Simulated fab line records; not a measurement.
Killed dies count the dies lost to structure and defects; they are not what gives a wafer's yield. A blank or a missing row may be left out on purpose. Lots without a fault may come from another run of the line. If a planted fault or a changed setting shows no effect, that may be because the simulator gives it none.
8D (eight disciplines) problem report, filled in by code    flow sky130    the parts of the form that need people (team, actions taken, sign-off) are left out

== 1. PROBLEM STATEMENT ==
NWELL_RS at SKY_NWELL_RS_MEAS_29 reads a mean of 634.6 ohm/sq on 6 wafers of 2 lots; wafers without a fault read 625.1 ohm/sq with a standard deviation of 1.7. Relative to the usual mean, that is a shift of +5.6 standard deviations.
The step: measures by four-point-probe.
First seen on wafer L436.1, day 7 10:32, on film-metro-01. At this step, 33 wafers from 11 lots have a number in the record. Rule for "out" (also "out of limits"): further than 4 standard deviations from the usual mean. The rest of the wafers with a number are treated as sound.

== 2. WHAT THIS IS AND IS NOT ==
question                     is                            is not
which readings at this step  NWELL_RS                      -
which lots                   L436, L438                    L427, L431, L433, L439, L445, L446, L448, L449, L450
which wafers of those lots   all that have a number        -
read on which gauges         film-metro-01, film-metro-03  film-metro-02
when                         from day 7 10:32              up to then (9 sound wafers); but 18 sound wafers of L439, L445, L446, L448, L449, L450 came after

== 3. SUSPECTS, AND WHAT RULES EACH OUT ==
Counting: a tool stays on the suspect list if, at a process step up to the reading, it processed all lots that are out and no sound lot following the first of them.
- the gauge at SKY_NWELL_RS_MEAS_29 has been ruled out. 2 gauges (film-metro-01, film-metro-03) read the wafers that are out.
- implanter-04 at SKY_NWELL_IMPLANT_11: kept. All lots that are out passed through it, beginning with L436 at day 6 14:08, and no sound lot followed; its final sound lot before that point was L433 at day 6 00:31. On those wafers its own readings are out: beam-energy-keV.
After counting, what remains is implanter-04 at SKY_NWELL_IMPLANT_11.

== 4. THE CAUSE (what the simulator had put in) ==
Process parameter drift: implanter-04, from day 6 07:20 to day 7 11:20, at SKY_NWELL_IMPLANT_11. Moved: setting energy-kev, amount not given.
This tool alone remained once counting was done.

== 5. THE CHAIN OF EFFECTS, in route order ==
Rows list readings where the struck wafers' mean (over those with a number) sits beyond 3 standard deviations from the usual. Only readings whose record carries a usual standard deviation are examined. hours: median over the lots of the time between each lot's start at the first step of this table that gives one and its start at this step. sigmas: the change, counted in usual standard deviations.
hours  step                  reading          usual         on struck wafers  change  sigmas
0      SKY_NWELL_IMPLANT_11  beam-energy-keV  400.02        379.66            -20.36  -99 or more
21     SKY_NWELL_RS_MEAS_29  NWELL_RS         625.1 ohm/sq  634.6             +9.5    +5.6
It contains these process steps:
- SKY_NWELL_IMPLANT_11

== 6. HOW IT WOULD HAVE BEEN CAUGHT EARLIER ==
The first out-of-limits reading at a measuring or inspecting step in this record came at day 7 10:32, 27 hours after the fault's start at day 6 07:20.
Tool's own readings at SKY_NWELL_IMPLANT_11, beam-energy-keV: out on all struck wafers the step has rows for; an alarm limit on them would have tripped on the first.
By day 7 10:32, every lot that is out (2) had started SKY_NWELL_IMPLANT_11 on implanter-04. None of them would have been spared by holding the tool at that moment.
